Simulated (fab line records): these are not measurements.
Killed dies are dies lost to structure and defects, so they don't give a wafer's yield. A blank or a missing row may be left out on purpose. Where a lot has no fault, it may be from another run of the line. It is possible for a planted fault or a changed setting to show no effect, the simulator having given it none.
fab line records    flow sfqLine
record: lots: 7  wafers: 21  lastDay: 93
route steps=325 shown JJ@189 M5@198
lots that met no fault: from a run of the same line without faults
startH: hours from the record's opening day to when the first of the lot's shown wafers began    waitH: hours elapsed since this lot's preceding step    " same as the row above    L1.1+2: several wafers, shown together as one row    - either no value or no given start    * or withheld: withheld    < > ~ a bound
route shown NAME@n: NAME is a module with steps in the file, n the number in the route of the first one    usual: mean/standard deviation taken from wafers without a fault    same: alike in all rows    chamber/n: place in a boat    sites: each site's reading    _std_site: the values' standard deviation    _edge_site: outer sites' mean less inner sites'    radiusMm: how far each site lies from the wafer's centre    mask NAME#n: copy n    behind: the most recent tool/chamber to have shaped the wafer    hold: why the lot went on hold/how many hours it stayed there/how the hold came to an end    device: the n, p or np transistor that did not switch    end of line: the tests these same wafers got at the end of their route    a step without rows: its recipe alone    killed: the dies lost at the first sort to structure and to defects; this is not the yield of the wafer    map: shows each die of a wafer: x if killed, . if not, _ if none is there
set.NAME: setting as actually run; set.NAME@STEP: the setting as run at that earlier step    model.NAME: the simulator's own value behind a step, which no gauge read
lots seen at some steps along the route; tables by step, rows by wafer
services: the hour from which a tool's chamber was out of use, counted from the record's first day as startH (under 0 if before that day), plus the number of hours and why
== steps ==
step: SFQ_TRILAYER_JJ_CE_LITHO_PEB_117
recipe: pebTempC: 115  pebTimeS: 60  resist: KrF
step: SFQ_TRILAYER_JJ_CE_LITHO_DEVELOP_116
recipe: timeS: 60  resist: KrF
step: SFQ_JJ_OVL_MEAS_931
usual: J5_OVL: 2/6.6
lot.wafer  tool        chamber  startH   waitH  J5_OVL[nm]
L964.1     overlay-01  -        1166.87  0.1    -5
L964.5     "           -        "        "      -8
L964.6     "           -        "        "      -3
L965.1     overlay-01  -        1187.27  0.1    -3
L965.3     "           -        "        "      -3
L965.4     "           -        "        "      -3
L968.1     overlay-01  -        1244.92  0.1    -2
L968.2     "           -        "        "      1
L968.3     "           -        "        "      8
L969.3     overlay-01  -        1246.26  0.1    4
L969.4     "           -        "        "      -4
L969.6     "           -        "        "      -6
L970.1     overlay-01  -        1262.72  0.1    12
L970.3     "           -        "        "      4
L970.5     "           -        "        "      5
L974.3     overlay-02  -        1275.93  0.1    7
L974.4     "           -        "        "      7
L974.6     "           -        "        "      10
L977.4     overlay-01  -        1299.73  0.1    -8
L977.5     "           -        "        "      -9
L977.6     "           -        "        "      -10
step: SFQ_TRILAYER_JJ_CE_METRO_MEASURE_117
usual: cdNm: 700.1/1.3
lot.wafer  tool      chamber  startH   waitH  cdNm
L964.1     cdSem-02  -        1166.90  0.0    699.8
L964.5     "         -        "        "      699.7
L964.6     "         -        "        "      700.8
L965.1     cdSem-01  -        1187.30  0.0    699.8
L965.3     "         -        "        "      699.3
L965.4     "         -        "        "      700.0
L968.1     cdSem-02  -        1244.96  0.0    699.5
L968.2     "         -        "        "      699.0
L968.3     "         -        "        "      699.5
L969.3     cdSem-02  -        1246.68  0.4    700.6
L969.4     "         -        "        "      700.8
L969.6     "         -        "        "      700.9
L970.1     cdSem-01  -        1262.75  0.0    699.9
L970.3     "         -        "        "      700.9
L970.5     "         -        "        "      700.6
L974.3     cdSem-01  -        1276.35  0.4    698.6
L974.4     "         -        "        "      699.7
L974.6     "         -        "        "      698.3
L977.4     cdSem-02  -        1300.35  0.6    701.1
L977.5     "         -        "        "      700.7
L977.6     "         -        "        "      701.3
step: SFQ_TRILAYER_JJ_CE_BARC_OPEN_RIE_150
recipe: maskMaterial: PR  chemistry: O2  targetDepthNm: 240  target: BARC  icpW: 600  biasW: 80  pressureMtorr: 10  timeS: 80
usual: drypumpMotorCurrentA: 5.7/0.75  oesProductAu: 0.537/0.0044
lot.wafer  tool         chamber  startH   waitH  drypumpMotorCurrentA  oesProductAu  rfHoursCounterH
L964.1     rieMetal-02  1        1168.10  1.0    5.2                   0.532         36
L964.5     "            0        "        "      4.7                   0.533         -
L964.6     "            1        "        "      5.2                   0.534         -
L965.1     rieMetal-02  1        1188.50  1.0    5.2                   0.543         39
L965.3     "            0        "        "      4.6                   0.536         -
L965.4     "            1        "        "      5.2                   0.538         -
L968.1     rieMetal-01  1        1246.16  1.0    6.1                   0.545         59
L968.2     "            0        "        "      6.5                   0.539         53
L968.3     "            0        "        "      6.6                   0.535         -
L969.3     rieMetal-01  1        1247.51  0.6    6.2                   0.537         -
L969.4     "            0        "        "      6.6                   0.533         -
L969.6     "            1        "        "      6.2                   0.530         -
L970.1     rieMetal-04  1        1263.95  1.0    6.6                   0.539         122
L970.3     "            1        "        "      6.6                   0.536         -
L970.5     "            1        "        "      6.6                   0.532         -
L974.3     rieMetal-04  1        1277.18  0.6    6.6                   0.535         -
L974.4     "            0        "        "      5.6                   0.539         -
L974.6     "            0        "        "      5.6                   0.534         -
L977.4     rieMetal-02  0        1300.98  0.4    4.6                   0.536         -
L977.5     "            1        "        "      5.3                   0.534         -
L977.6     "            0        "        "      4.6                   0.536         -
step: SFQ_TRILAYER_JJ_CE_ETCH_RIE_118
recipe: target: Nb  stopOn: Al2O3  maskMaterial: PR  taperDeg: 13.257  overEtchFrac: 0.15  timeS: 97.7  chemistry: SF6  targetDepthNm: 170  icpW: 600  biasW: 80  pressureMtorr: 10
usual: drypumpMotorCurrentA: 5.7/0.75  oesProductAu: 0.986/0.0073
lot.wafer  tool         chamber  startH   waitH  drypumpMotorCurrentA  oesProductAu  rfHoursCounterH
L964.1     rieMetal-02  1        1168.20  0.1    5.3                   0.982         36
L964.5     "            0        "        "      4.7                   0.985         -
L964.6     "            1        "        "      5.3                   0.973         -
L965.1     rieMetal-02  1        1188.60  0.1    5.2                   0.994         39
L965.3     "            0        "        "      4.6                   0.990         -
L965.4     "            1        "        "      5.3                   0.981         -
L968.1     rieMetal-01  1        1246.25  0.1    6.2                   0.973         60
L968.2     "            0        "        "      6.6                   0.979         53
L968.3     "            0        "        "      6.6                   0.973         -
L969.3     rieMetal-01  1        1247.61  0.1    6.2                   0.995         -
L969.4     "            0        "        "      6.5                   0.984         -
L969.6     "            1        "        "      6.2                   0.977         -
L970.1     rieMetal-04  1        1264.11  0.1    6.6                   0.996         122
L970.3     "            1        "        "      6.6                   0.987         -
L970.5     "            1        "        "      6.6                   0.983         -
L974.3     rieMetal-04  1        1277.28  0.1    6.6                   0.999         -
L974.4     "            0        "        "      5.6                   1.002         -
L974.6     "            0        "        "      5.6                   0.997         -
L977.4     rieMetal-02  0        1301.08  0.1    4.6                   0.989         -
L977.5     "            1        "        "      5.2                   0.974         -
L977.6     "            0        "        "      4.6                   0.989         -
step: SFQ_TRILAYER_JJ_ANODIZE_ANODIZE_119
recipe: currentDensityMaCm2: withheld  endCurrentDensityMaCm2: withheld  bathTempC: withheld
step: SFQ_TRILAYER_JJ_CE_STRIP_STRIP_120
recipe: gas: O2  powerW: 200  platenTempC: 40  overashFraction: 0.65  chemistry: O2  pressureMtorr: 50
usual: drypumpMotorCurrentA: 5.7/0.71  oesProductAu: 0.995/0.01  platenTempC: 39.98/0.13
lot.wafer  tool         chamber  startH   waitH  drypumpMotorCurrentA  oesProductAu  platenTempC  rfHoursCounterH
L964.1     rieMetal-04  0        1168.80  0.0    5.6                   1.031         39.78        20
L964.5     "            1        "        "      6.6                   1.000         40.01        -
L964.6     "            0        "        "      5.6                   1.015         40.06        -
L965.1     rieMetal-01  1        1189.20  0.0    6.2                   0.990         39.90        54
L965.3     "            0        "        "      6.5                   0.990         39.77        -
L965.4     "            1        "        "      6.2                   0.985         39.83        -
L968.1     rieMetal-02  1        1246.85  0.0    5.2                   0.994         39.93        45
L968.2     "            0        "        "      4.6                   0.991         40.06        67
L968.3     "            1        "        "      5.2                   0.985         39.89        -
L969.3     rieMetal-02  0        1248.38  0.2    4.6                   0.995         39.99        -
L969.4     "            1        "        "      5.2                   0.987         39.94        -
L969.6     "            1        "        "      5.3                   0.983         40.10        -
L970.1     rieMetal-02  0        1264.82  0.0    4.6                   0.986         39.96        70
L970.3     "            1        "        "      5.2                   0.975         40.21        -
L970.5     "            0        "        "      4.7                   0.992         39.92        -
L974.3     rieMetal-04  1        1278.05  0.2    6.6                   0.999         40.07        -
L974.4     "            0        "        "      5.6                   1.014         40.01        -
L974.6     "            0        "        "      5.6                   1.017         39.85        -
L977.4     rieMetal-04  0        1301.85  0.2    5.6                   1.005         39.96        -
L977.5     "            1        "        "      6.6                   0.998         39.85        -
L977.6     "            0        "        "      5.6                   1.011         40.06        -
step: SFQ_TRILAYER_JJ_CE_STRIP_SOLV_CLEAN_121
recipe: chemistry: NMP  tempC: 70  timeS: 600
step: SFQ_TRILAYER_M5_LITHO_COAT_128
recipe: resist: BARC  spinRpm: 3000  resistThkNm: 62
step: SFQ_TRILAYER_M5_LITHO_COAT_123
recipe: resist: KrF  spinRpm: 3000  resistThkNm: 600
step: SFQ_TRILAYER_M5_LITHO_SOFTBAKE_127
recipe: tempC: withheld  timeS: withheld  resist: KrF
step: SFQ_TRILAYER_M5_LITHO_EXPOSE_124
recipe: maskId: M5  na: 0.6  sourceShape: conventional  sigmaOuter: 0.65  targetCdNm: 700  doseMj: 14.4
usual: exposureDoseMJCm2: 14.403/0.014
same: na: 0.6
lot.wafer  tool           chamber  startH   waitH  mask  exposureDoseMJCm2  model.M5.overlayXNm
L964.1     krfScanner-01  0        1313.24  -      M5#0  14.401             -1.076
L964.5     "              0        "        "      M5#0  14.402             -1.076
L964.6     "              0        "        "      M5#0  14.399             -1.076
L965.1     krfScanner-01  0        1336.04  -      M5#0  14.407             1.997
L965.3     "              0        "        "      M5#0  14.389             1.997
L965.4     "              0        "        "      M5#0  14.401             1.997
L968.1     krfScanner-01  0        1392.27  -      M5#0  14.396             60.4
L968.2     "              0        "        "      M5#0  14.411             60.4
L968.3     "              0        "        "      M5#0  14.410             60.4
L969.3     krfScanner-01  0        1395.07  -      M5#0  14.405             50.2
L969.4     "              0        "        "      M5#0  14.388             50.2
L969.6     "              0        "        "      M5#0  14.401             50.2
L970.1     krfScanner-01  0        1405.47  -      M5#0  14.395             57.17
L970.3     "              0        "        "      M5#0  14.389             57.17
L970.5     "              0        "        "      M5#0  14.384             57.17
L974.3     krfScanner-02  0        1419.20  -      M5#0  14.416             10.28
L974.4     "              0        "        "      M5#0  14.408             10.28
L974.6     "              0        "        "      M5#0  14.399             10.28
L977.4     krfScanner-02  0        1438.60  -      M5#0  14.392             3.194
L977.5     "              0        "        "      M5#0  14.385             3.194
L977.6     "              0        "        "      M5#0  14.388             3.194
step: SFQ_TRILAYER_M5_LITHO_PEB_126
recipe: pebTempC: 115  pebTimeS: 60  resist: KrF
step: SFQ_TRILAYER_M5_LITHO_DEVELOP_125
recipe: timeS: 60  resist: KrF
step: SFQ_M5_OVL_MEAS_932
usual: M5_OVL: -4/5.8
lot.wafer  tool        chamber  startH   waitH  M5_OVL[nm]
L964.1     overlay-02  -        1314.74  0.1    -1
L964.5     "           -        "        "      -7
L964.6     "           -        "        "      -3
L965.1     overlay-01  -        1337.54  0.1    0
L965.3     "           -        "        "      4
L965.4     "           -        "        "      3
L968.1     overlay-02  -        1393.77  0.1    60
L968.2     "           -        "        "      61
L968.3     "           -        "        "      56
L969.3     overlay-02  -        1396.18  0.1    52
L969.4     "           -        "        "      45
L969.6     "           -        "        "      54
L970.1     overlay-02  -        1406.97  0.1    58
L970.3     "           -        "        "      53
L970.5     "           -        "        "      53
L974.3     overlay-02  -        1420.31  0.1    5
L974.4     "           -        "        "      -6
L974.6     "           -        "        "      2
L977.4     overlay-01  -        1439.51  0.1    -4
L977.5     "           -        "        "      -2
L977.6     "           -        "        "      -5
step: SFQ_TRILAYER_M5_BARC_OPEN_METAL_ETCH_161
recipe: maskMaterial: PR  chemistry: O2  targetDepthNm: 125  target: BARC  icpW: 600  biasW: 80  pressureMtorr: 10  timeS: 41.7
usual: drypumpMotorCurrentA: 6.2/0.37  oesProductAu: 0.685/0.0044
lot.wafer  tool         chamber  startH   waitH  drypumpMotorCurrentA  oesProductAu  rfHoursCounterH
L964.1     rieMetal-01  1        1314.77  0.0    6.2                   0.690         71
L964.5     "            1        "        "      6.2                   0.678         -
L964.6     "            1        "        "      6.2                   0.684         -
L965.1     rieMetal-03  1        1337.57  0.0    5.7                   0.698         43
L965.3     "            0        "        "      5.9                   0.676         -
L965.4     "            1        "        "      5.7                   0.687         -
L968.1     rieMetal-01  0        1393.81  0.0    6.6                   0.680         71
L968.2     "            1        "        "      6.2                   0.681         83
L968.3     "            0        "        "      6.5                   0.684         -
L969.3     rieMetal-01  0        1396.23  0.0    6.5                   0.690         -
L969.4     "            1        "        "      6.2                   0.683         -
L969.6     "            0        "        "      6.5                   0.678         -
L970.1     rieMetal-01  0        1407.01  0.0    6.5                   0.690         74
L970.3     "            0        "        "      6.5                   0.687         -
L970.5     "            1        "        "      6.2                   0.685         -
L974.3     rieMetal-01  0        1420.35  0.0    6.5                   0.684         -
L974.4     "            1        "        "      6.2                   0.682         -
L974.6     "            1        "        "      6.2                   0.678         -
L977.4     rieMetal-04  0        1439.55  0.0    5.6                   0.687         -
L977.5     "            0        "        "      5.6                   0.681         -
L977.6     "            1        "        "      6.6                   0.680         -
== services ==
tool           chamber  startH   hours  kind
rieMetal-02    0        1151.12  2.0    repair
krfScanner-01  -        1154.44  0.7    repair
krfScanner-01  -        1160.09  2.2    repair
cdSem-02       -        1168.10  0.5    pm
krfScanner-01  -        1177.84  1.3    pm
krfScanner-01  -        1186.12  0.7    repair
rieMetal-04    -        1205.59  14.6   pm
krfScanner-01  -        1213.90  1.0    pm
krfScanner-01  -        1216.20  4.4    pm
cdSem-02       -        1217.80  0.9    pm
krfScanner-01  -        1237.69  0.8    pm
rieMetal-04    1        1239.58  14.2   repair
krfScanner-01  -        1256.35  3.6    pm
rieMetal-02    0        1273.88  2.0    repair
cdSem-02       -        1292.48  1.2    pm
krfScanner-01  -        1300.82  4.0    pm
rieMetal-01    0        1307.14  16.6   repair
rieMetal-01    -        1309.61  0.8    repair
cdSem-02       -        1313.91  1.7    repair
cdSem-02       -        1351.33  2.1    pm
krfScanner-01  -        1354.04  1.3    pm
krfScanner-01  -        1384.07  1.0    pm
cdSem-02       -        1393.28  0.5    pm
krfScanner-01  -        1406.67  0.8    pm
== key ==
firstSign: step: SFQ_M5_OVL_MEAS_932  reading: M5_OVL  direction: up  sigmas: 10  usual: -4  struck: 55
effect none on later readings
modelEffect: step: SFQ_TRILAYER_M5_LITHO_EXPOSE_124  value: M5.overlayXNm  without: -3.151  struck: 55.92
metAt SFQ_TRILAYER_M5_LITHO_EXPOSE_124
struckWafers L968.1,L968.2,L968.3,L969.3,L969.4,L969.6,L970.1,L970.3,L970.5
alsoFits SFQ_TRILAYER_JJ_CE_STRIP_STRIP_120:rieMetal-02
fault: kind: scannerMatchingOverlay  tool: krfScanner-01  chamber: -  onsetH: 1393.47  steps: SFQ_TRILAYER_M5_LITHO_EXPOSE_124  offset: 59.073
